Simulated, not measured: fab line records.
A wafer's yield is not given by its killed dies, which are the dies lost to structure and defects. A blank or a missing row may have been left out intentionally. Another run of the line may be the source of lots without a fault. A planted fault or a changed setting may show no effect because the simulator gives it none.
The same fault as seen by 2 desks || flow sky130 || what lay behind the numbers comes last; until then each desk has only its own

== FROM THE METROLOGY DESK ==
What the gauges read, lot by lot, whatever tool the lot ran on: means of the sampled wafers that have a number. If a lot's mean is further than 4 standard deviations from the usual mean, the lot is out of limits and carries the mark OUT (the distance appears in the brackets).
Columns: A = LDD_HVP_TW at SKY_LDD_HVP_TW_MEAS_10, usual 460; B = cd nm at SKY_SD_N_CD_MEAS_07, usual 380.1 nm
{"lot": "L148", "first seen here": "day 22 09:34", "A": 453, "B": 382.7}
{"lot": "L149", "first seen here": "day 22 18:20", "A": 465, "B": 379.2}
{"lot": "L150", "first seen here": "day 23 06:18", "A": 455, "B": 379.5}
{"lot": "L152", "first seen here": "day 23 19:38", "A": 465, "B": 381.7}
{"lot": "L155", "first seen here": "day 25 07:26", "A": 468, "B": 380.2}
{"lot": "L157", "first seen here": "day 25 20:51", "A": 467, "B": 379.8}
{"lot": "L158", "first seen here": "day 25 23:20", "A": 452, "B": 380.0}
{"lot": "L159", "first seen here": "day 26 04:56", "A": 455, "B": 379.0}
{"lot": "L160", "first seen here": "day 27 01:35", "A": 453, "B": 379.8}
{"lot": "L165", "first seen here": "day 28 09:00", "A": 466, "B": 379.3}
{"lot": "L167", "first seen here": "day 29 01:30", "A": 457, "B": 381.3}
{"lot": "L168", "first seen here": "day 29 06:10", "A": 467, "B": 380.8}
{"lot": "L169", "first seen here": "day 29 11:49", "A": 468, "B": 376.8}
Finding of this desk: none of the 13 lots has anything out of limits.

== THE TOOL OWNER'S DESK: implanter-03 ==
The tool's own readings at SKY_LDD_LDN_IMPLANT_08, given as means over the sampled wafers that have a number, one for each lot that went through this tool. If a lot's mean is further than 4 standard deviations from the usual mean, the lot is out of limits and carries the mark OUT (the distance appears in the brackets).
Columns: A = beam energy keV at SKY_LDD_LDN_IMPLANT_08, usual 15.001; B = dose ions cm2 at SKY_LDD_LDN_IMPLANT_08, usual 1.2501e+13; C = faraday current uA at SKY_LDD_LDN_IMPLANT_08, usual 70.3
{"lot": "L157", "first seen here": "day 27 02:11", "A": 14.999, "B": 1.2510e+13, "C": 70.1}
{"lot": "L158", "first seen here": "day 27 04:31", "A": 15.004, "B": 1.2496e+13, "C": 69.5}
{"lot": "L159", "first seen here": "day 27 09:42", "A": 15.002, "B": "1.1261e+13 (-99 or more) OUT", "C": "63.2 (-5.0) OUT"}
{"lot": "L160", "first seen here": "day 28 06:29", "A": 15.009, "B": "1.1270e+13 (-99 or more) OUT", "C": "63.0 (-5.2) OUT"}
{"lot": "L169", "first seen here": "day 30 15:13", "A": 15.005, "B": 1.2496e+13, "C": 70.3}
This desk finds L159, L160 out of limits, L159 being first, at day 27 09:42 (dose ions cm2 at SKY_LDD_LDN_IMPLANT_08). L157, L158, L169: within limits.

== ALL TOGETHER ==
On L159, L160, at day 27 09:42, an alarm was possible from the tool owner's desk.
The metrology desk saw nothing out of limits.
The metrology desk has L159, L160 on record, within its limits.
On implanter-03, each named lot ran SKY_LDD_LDN_IMPLANT_08.

== WHAT WAS PUT IN BY THE SIMULATOR ==
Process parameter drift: implanter-03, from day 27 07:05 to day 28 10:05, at SKY_LDD_LDN_IMPLANT_08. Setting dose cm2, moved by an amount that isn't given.
Struck lots among those shown: L159, L160.
Time in hours from fault onset to the first out-of-limits reading at each desk: the tool owner's desk, 3.
